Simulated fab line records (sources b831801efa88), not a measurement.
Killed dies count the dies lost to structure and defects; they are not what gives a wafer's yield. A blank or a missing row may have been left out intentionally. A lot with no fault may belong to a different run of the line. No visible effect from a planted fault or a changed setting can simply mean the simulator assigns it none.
fab line records    flow sfq-line
[record] lots = 6  wafers = 18  last-day = 93
route steps=325 shown M7@289 I7@296
lots that met no fault: from a run of the same line without faults
start-h: hours from the record's opening day to when the first of the lot's shown wafers began    wait-h: time in hours since the lot's previous step    " as in the row above    L1.1+2: one row covering several wafers at once    - no value present, or no start provided    * or withheld: withheld    < > ~ a bound
route shown NAME@n: NAME is a module with steps in the file, n the number in the route of the first one    usual: average and standard deviation across the fault-free wafers    same: alike in all rows    chamber/n: place in a boat    sites: per-site readings    _std_site: standard deviation across them    _edge_site: the outer-site mean with the inner-site mean subtracted    radius-mm: how far each site lies from the wafer's centre    mask NAME#n: copy n    behind: the last tool/chamber to shape the wafer    hold: the reason the lot was held/the length of the hold in hours/how it ended    device: names the non-switching transistor (n, p or np)    end of line: tests run on the same wafers once the route is complete    where a step has no rows: the recipe by itself    killed: the dies lost at the first sort to structure and to defects; this is not the yield of the wafer    map: the dies of a wafer, with x for killed, . for not killed, _ for no die there
set.NAME: the setting as run; set.NAME@STEP: as run at that earlier step    model.NAME: the simulator's own value behind a step, which no gauge read
lots at selected steps of the route; one table per step, one row per wafer
services: from which hour (start-h, from the record's first day; less than 0 if before it) a tool's chamber was out of use, for how many hours, and why
[[steps]]
[step SFQ_TRILAYER_M7_LITHO_PEB_180]
[recipe] peb-temp-c = 115  peb-time-s = 60  resist = KrF
[step SFQ_TRILAYER_M7_LITHO_DEVELOP_179]
[recipe] time-s = 60  resist = KrF
[step SFQ_M7_OVL_MEAS_945]
[usual] M7_OVL = -1/4.4
lot.wafer  tool        chamber  start-h  wait-h  M7_OVL[nm]
L561.2     overlay-02  -        1855.57  0.1     -7
L561.3     "           -        "        "       1
L561.4     "           -        "        "       -8
L564.3     overlay-02  -        1887.99  0.1     -13
L564.5     "           -        "        "       -7
L564.6     "           -        "        "       -9
L569.1     overlay-02  -        2035.16  0.1     -6
L569.5     "           -        "        "       2
L569.6     "           -        "        "       -1
L573.3     overlay-02  -        2045.40  0.1     -6
L573.4     "           -        "        "       -1
L573.5     "           -        "        "       0
L574.1     overlay-02  -        2046.59  0.1     5
L574.3     "           -        "        "       11
L574.6     "           -        "        "       5
L576.3     overlay-02  -        2049.91  0.1     4
L576.5     "           -        "        "       1
L576.6     "           -        "        "       8
[step SFQ_TRILAYER_M7_BARC_OPEN_METAL_ETCH_229]
[recipe] mask-material = PR  chemistry = O2  target-depth-nm = 125  target = BARC  icp-w = 600  bias-w = 80  pressure-mtorr = 10  time-s = 41.7
[step SFQ_TRILAYER_M7_ETCH_METAL_ETCH_180]
[recipe] target = Nb  stop-on = SiO2  mask-material = PR  chemistry = Cl2/Ar  target-depth-nm = 240  icp-w = 600  bias-w = 80  pressure-mtorr = 10  time-s = 120
[usual] drypump-motor-current-A = 5.8/0.59  oes-product-au = 0.894/0.0075
lot.wafer  tool          chamber  start-h  wait-h  drypump-motor-current-A  oes-product-au  rf-hours-counter-h
L561.2     rie-metal-03  1        1855.66  0.0     5.7                      0.897           118
L561.3     "             1        "        "       5.7                      0.900           -
L561.4     "             0        "        "       5.9                      0.888           -
L564.3     rie-metal-03  0        1888.11  0.1     5.9                      0.884           -
L564.5     "             1        "        "       5.7                      0.890           -
L564.6     "             0        "        "       5.9                      0.898           -
L569.1     rie-metal-01  1        2035.25  0.0     6.2                      0.904           41
L569.5     "             0        "        "       6.5                      0.895           -
L569.6     "             1        "        "       6.2                      0.894           -
L573.3     rie-metal-01  0        2045.53  0.1     6.5                      0.893           -
L573.4     "             1        "        "       6.2                      0.884           -
L573.5     "             0        "        "       6.6                      0.894           -
L574.1     rie-metal-02  1        2046.69  0.0     5.3                      0.893           21
L574.3     "             1        "        "       5.3                      0.898           -
L574.6     "             0        "        "       4.6                      0.903           -
L576.3     rie-metal-01  1        2050.03  0.1     6.2                      0.888           -
L576.5     "             1        "        "       6.2                      0.884           -
L576.6     "             0        "        "       6.5                      0.896           -
[step SFQ_TRILAYER_M7_STRIP_STRIP_181]
[recipe] gas = O2  power-w = 200  platen-temp-c = 40  overash-fraction = 0.65  chemistry = O2  pressure-mtorr = 50
[step SFQ_TRILAYER_M7_STRIP_SOLV_CLEAN_182]
[recipe] chemistry = NMP  temp-c = 70  time-s = 600
[step SFQ_TRILAYER_I7_DEP_PECVD_183]
[recipe] material = SiO2  temp-c = 150  time-s = 111.11  pressure-torr = 2.4  rf-w = 183.3  precursor = SiH4/N2O  target-thk-nm = 500
[usual] heater-power-w = 79/16  throttle-valve-pct = 24.7/1.7
lot.wafer  tool      chamber  start-h  wait-h  heater-power-w  throttle-valve-pct
L561.2     pecvd-02  1        1856.56  0.0     84              23.5
L561.3     "         0        "        "       74              22.9
L561.4     "         0        "        "       76              23.1
L564.3     pecvd-02  1        1888.97  0.0     78              23.4
L564.5     "         2        "        "       60              23.7
L564.6     "         0        "        "       81              23.3
L569.1     pecvd-03  2        2036.15  0.0     93              25.0
L569.5     "         1        "        "       77              25.2
L569.6     "         2        "        "       76              25.2
L573.3     pecvd-01  2        2046.39  0.0     62              24.1
L573.4     "         1        "        "       72              24.2
L573.5     "         0        "        "       75              25.2
L574.1     pecvd-02  0        2047.59  0.0     85              23.2
L574.3     "         1        "        "       81              24.2
L574.6     "         0        "        "       69              23.4
L576.3     pecvd-01  0        2050.89  0.0     91              25.4
L576.5     "         1        "        "       69              24.3
L576.6     "         0        "        "       93              25.7
[step SFQ_TRILAYER_I7_CMP_CMP_184]
[recipe] material = SiO2  down-force-psi = 3  platen-rpm = 60  pad-velocity-m-s = 0.94248
[step SFQ_I7_BOW_MEAS_946]
[recipe] mode = bow
[usual] I7_BOW = 4/12
lot.wafer  tool           chamber  start-h  wait-h  I7_BOW[um]
L561.2     film-metro-03  -        1860.52  1.5     22
L561.3     "              -        "        "       4
L561.4     "              -        "        "       8
L564.3     film-metro-03  -        1892.09  1.0     4
L564.5     "              -        "        "       2
L564.6     "              -        "        "       1
L569.1     film-metro-03  -        2039.23  1.5     8
L569.5     "              -        "        "       13
L569.6     "              -        "        "       15
L573.3     film-metro-03  -        2049.89  1.5     1
L573.4     "              -        "        "       10
L573.5     "              -        "        "       6
L574.1     film-metro-02  -        2051.65  1.0     -6
L574.3     "              -        "        "       9
L574.6     "              -        "        "       4
L576.3     film-metro-04  -        2054.69  2.0     1
L576.5     "              -        "        "       9
L576.6     "              -        "        "       -4
[step SFQ_TRILAYER_I7_METRO_MEASURE_185]
[usual] thk-nm = 200.4/1.2
lot.wafer  tool           chamber  start-h  wait-h  thk-nm
L561.2     film-metro-03  -        1860.82  0.3     201.3
L561.3     "              -        "        "       201.0
L561.4     "              -        "        "       201.3
L564.3     film-metro-03  -        1892.57  0.5     202.7
L564.5     "              -        "        "       200.2
L564.6     "              -        "        "       200.4
L569.1     film-metro-03  -        2039.35  0.1     199.1
L569.5     "              -        "        "       200.9
L569.6     "              -        "        "       198.5
L573.3     film-metro-03  -        2050.37  0.5     199.7
L573.4     "              -        "        "       202.0
L573.5     "              -        "        "       201.4
L574.1     film-metro-02  -        2051.77  0.1     200.8
L574.3     "              -        "        "       199.5
L574.6     "              -        "        "       201.9
L576.3     film-metro-04  -        2055.17  0.5     201.4
L576.5     "              -        "        "       198.5
L576.6     "              -        "        "       200.2
[step SFQ_TRILAYER_I7_VIA_LITHO_COAT_192]
[recipe] resist = BARC  spin-rpm = 3000  resist-thk-nm = 62
[step SFQ_TRILAYER_I7_VIA_LITHO_COAT_187]
[recipe] resist = KrF  spin-rpm = 3000  resist-thk-nm = 650
[usual] spin-speed-rpm = 2999.7/2.1
lot.wafer  tool            chamber  start-h  wait-h  spin-speed-rpm  model.KrF_of_TRILAYER_I7_VIA_LITHO_COAT_187.thk-nm
L561.2     litho-track-03  0        1862.17  0.2     2998.1          651.6
L561.3     "               0        "        "       3004.4          650.8
L561.4     "               0        "        "       2999.7          650.3
L564.3     litho-track-01  0        1893.77  0.2     2998.4          653.5
L564.5     "               0        "        "       2998.0          652.2
L564.6     "               0        "        "       2997.7          653.2
L569.1     litho-track-03  0        2040.85  0.2     3002.5          648.1
L569.5     "               0        "        "       3000.4          650.5
L569.6     "               0        "        "       3002.6          650.3
L573.3     litho-track-01  0        2051.57  0.2     3595.9          592.5
L573.4     "               0        "        "       3594.5          596.3
L573.5     "               0        "        "       3596.5          591.6
L574.1     litho-track-01  0        2053.27  0.2     3593.3          593.2
L574.3     "               0        "        "       3596.4          593.9
L574.6     "               0        "        "       3598.2          593.7
L576.3     litho-track-03  0        2056.37  0.2     3000.1          649.1
L576.5     "               0        "        "       3001.4          652.8
L576.6     "               0        "        "       2997.7          648.5
[step SFQ_TRILAYER_I7_VIA_LITHO_SOFTBAKE_191]
[recipe] temp-c = withheld  time-s = withheld  resist = KrF
[step SFQ_TRILAYER_I7_VIA_LITHO_EXPOSE_188]
[recipe] mask-id = I7  na = 0.6  source-shape = conventional  sigma-outer = 0.65  target-cd-nm = 1000  dose-mj = 21.3
[step SFQ_TRILAYER_I7_VIA_LITHO_PEB_190]
[recipe] peb-temp-c = 115  peb-time-s = 60  resist = KrF
[step SFQ_TRILAYER_I7_VIA_LITHO_DEVELOP_189]
[recipe] time-s = 60  resist = KrF
[step SFQ_I7_OVL_MEAS_947]
[usual] I7_OVL = 0/5.2
lot.wafer  tool        chamber  start-h  wait-h  I7_OVL[nm]
L561.2     overlay-02  -        1880.95  0.1     3
L561.3     "           -        "        "       -6
L561.4     "           -        "        "       4
L564.3     overlay-01  -        2005.26  0.1     -7
L564.5     "           -        "        "       -4
L564.6     "           -        "        "       -5
L569.1     overlay-01  -        2133.14  0.1     3
L569.5     "           -        "        "       5
L569.6     "           -        "        "       3
L573.3     overlay-02  -        2142.76  0.1     0
L573.4     "           -        "        "       4
L573.5     "           -        "        "       6
L574.1     overlay-02  -        2145.14  0.1     2
L574.3     "           -        "        "       4
L574.6     "           -        "        "       8
L576.3     overlay-02  -        2149.96  0.1     -7
L576.5     "           -        "        "       -13
L576.6     "           -        "        "       -4
[step SFQ_TRILAYER_I7_VIA_BARC_OPEN_VIA_ETCH_260]
[recipe] mask-material = PR  chemistry = O2  target-depth-nm = 125  target = BARC  source-w = 500  bias-w = 80  pressure-mtorr = 30  time-s = 41.7
[usual] drypump-motor-current-A = 5.7/0.34  oes-product-au = 0.685/0.0045
lot.wafer  tool         chamber  start-h  wait-h  drypump-motor-current-A  oes-product-au  rf-hours-counter-h
L561.2     rie-diel-01  2        1880.98  0.0     5.6                      0.687           1
L561.3     "            3        "        "       5.8                      0.688           12
L561.4     "            1        "        "       6.1                      0.684           14
L564.3     rie-diel-03  0        2005.28  0.0     5.9                      0.689           12
L564.5     "            2        "        "       5.7                      0.682           -
L564.6     "            1        "        "       5.8                      0.676           -
L569.1     rie-diel-02  0        2133.18  0.0     5.6                      0.680           13
L569.5     "            2        "        "       6.3                      0.685           -
L569.6     "            3        "        "       5.2                      0.684           -
L573.3     rie-diel-01  2        2142.78  0.0     5.6                      0.686           4
L573.4     "            2        "        "       5.6                      0.682           -
L573.5     "            0        "        "       5.2                      0.682           -
L574.1     rie-diel-03  0        2145.18  0.0     5.9                      0.682           14
L574.3     "            1        "        "       5.8                      0.682           3
L574.6     "            1        "        "       5.8                      0.681           -
L576.3     rie-diel-01  2        2149.98  0.0     5.6                      0.684           4
L576.5     "            0        "        "       5.2                      0.683           -
L576.6     "            3        "        "       5.9                      0.686           -
[step SFQ_TRILAYER_I7_VIA_ETCH_VIA_ETCH_190]
[recipe] target = SiO2  stop-on = Nb  mask-material = PR  taper-deg = 20  chemistry = CHF3  target-depth-nm = 260  source-w = 500  bias-w = 80  pressure-mtorr = 30  time-s = withheld
[usual] drypump-motor-current-A = 5.7/0.34  oes-product-au = 0.856/0.0046
lot.wafer  tool         chamber  start-h  wait-h  drypump-motor-current-A  oes-product-au  model.KrF_of_TRILAYER_I7_VIA_LITHO_COAT_187.thk-nm
L561.2     rie-diel-01  2        1881.02  0.0     5.6                      0.862           527.4
L561.3     "            3        "        "       5.9                      0.858           529
L561.4     "            1        "        "       6.1                      0.853           526.6
L564.3     rie-diel-03  0        2005.32  0.0     5.9                      0.857           530.1
L564.5     "            2        "        "       5.7                      0.852           530.7
L564.6     "            1        "        "       5.8                      0.857           533.6
L569.1     rie-diel-02  0        2133.22  0.0     5.6                      0.848           527.3
L569.5     "            2        "        "       6.3                      0.852           529.3
L569.6     "            3        "        "       5.2                      0.858           529.3
L573.3     rie-diel-01  2        2142.82  0.0     5.6                      0.857           470.2
L573.4     "            2        "        "       5.6                      0.853           474.2
L573.5     "            0        "        "       5.2                      0.855           470.1
L574.1     rie-diel-03  0        2145.22  0.0     5.8                      0.851           468.4
L574.3     "            1        "        "       5.8                      0.854           472.2
L574.6     "            1        "        "       5.8                      0.862           471.8
L576.3     rie-diel-01  2        2150.02  0.0     5.6                      0.857           527.1
L576.5     "            0        "        "       5.2                      0.854           530.7
L576.6     "            3        "        "       5.9                      0.858           526.8
[step SFQ_TRILAYER_I7_VIA_STRIP_STRIP_191]
[recipe] gas = O2  power-w = 200  platen-temp-c = 40  overash-fraction = 0.65  chemistry = O2  pressure-mtorr = 50
[usual] drypump-motor-current-A = 5.7/0.74  oes-product-au = 1.000/0.012
lot.wafer  tool          chamber  start-h  wait-h  drypump-motor-current-A  oes-product-au  rf-hours-counter-h
L561.2     rie-metal-01  1        1881.14  -       6.2                      0.989           26
L561.3     "             0        "        "       6.5                      1.011           -
L561.4     "             1        "        "       6.2                      0.988           -
L564.3     rie-metal-02  1        2005.63  -       5.3                      0.991           -
L564.5     "             1        "        "       5.2                      0.981           -
L564.6     "             0        "        "       4.6                      1.020           -
L569.1     rie-metal-04  1        2133.33  -       6.6                      0.995           91
L569.5     "             1        "        "       6.6                      0.983           -
L569.6     "             0        "        "       5.6                      1.010           -
L573.3     rie-metal-04  1        2143.13  -       6.6                      0.993           -
L573.4     "             0        "        "       5.6                      1.014           -
L573.5     "             0        "        "       5.6                      1.017           -
L574.1     rie-metal-02  1        2145.33  -       5.3                      0.999           32
L574.3     "             0        "        "       4.6                      1.006           -
L574.6     "             0        "        "       4.6                      1.011           -
L576.3     rie-metal-02  0        2150.33  -       4.7                      1.009           -
L576.5     "             1        "        "       5.3                      0.998           -
L576.6     "             0        "        "       4.6                      1.011           -
[[services]]
tool           chamber  start-h  hours  kind
rie-diel-02    3        1844.86  1.4    repair
rie-diel-03    0        1847.87  7.5    repair
film-metro-03  -        1870.10  0.6    pm
rie-diel-02    -        1880.22  0.2    repair
film-metro-03  -        1920.69  0.5    pm
rie-diel-03    -        1930.73  4.3    pm
rie-metal-02   1        1943.00  3.4    repair
rie-diel-01    -        1973.26  2.8    pm
rie-diel-01    1        1983.55  10.0   repair
rie-diel-01    -        1986.46  10.0   pm
rie-diel-01    0        2001.89  2.5    repair
pecvd-02       0        2005.64  5.8    repair
rie-diel-03    0        2008.21  10.2   repair
rie-diel-03    3        2012.90  14.4   repair
rie-diel-01    0        2017.58  4.0    repair
film-metro-03  -        2055.54  0.3    pm
pecvd-02       -        2055.79  2.5    repair
rie-metal-02   -        2060.22  2.8    pm
rie-diel-03    0        2070.48  1.6    repair
rie-diel-01    3        2097.56  48.3   repair
film-metro-03  -        2115.52  1.0    pm
pecvd-02       2        2132.96  3.5    repair
rie-diel-01    0        2143.06  2.4    repair
rie-diel-03    -        2144.09  0.2    repair
[[key]]
[first-sign] step = SFQ_TRILAYER_I7_VIA_LITHO_COAT_187  reading = spin-speed-rpm  direction = up  sigmas = 99+  usual = 2999.7  struck = 3595.8
effect none on later readings
[model-effect] step = SFQ_TRILAYER_I7_VIA_LITHO_COAT_187  value = KrF_of_TRILAYER_I7_VIA_LITHO_COAT_187.thk-nm  without = 649.9  struck = 593.5
[model-effect] step = SFQ_TRILAYER_I7_VIA_ETCH_VIA_ETCH_190  value = KrF_of_TRILAYER_I7_VIA_LITHO_COAT_187.thk-nm  without = 527.5  struck = 471.1
met-at SFQ_TRILAYER_I7_VIA_LITHO_COAT_187
struck-wafers L573.3,L573.4,L573.5,L574.1,L574.3,L574.6
onset-between 1893.77 2051.57
[fault] kind = process-parameter-drift  tool = litho-track-01  chamber = -  onset-h = 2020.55  steps = SFQ_TRILAYER_I7_VIA_LITHO_COAT_187  channel = spin-rpm  offset = 596.8  shape = step  end-h = 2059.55  acts-in = these-recipes-only  stated = 3000
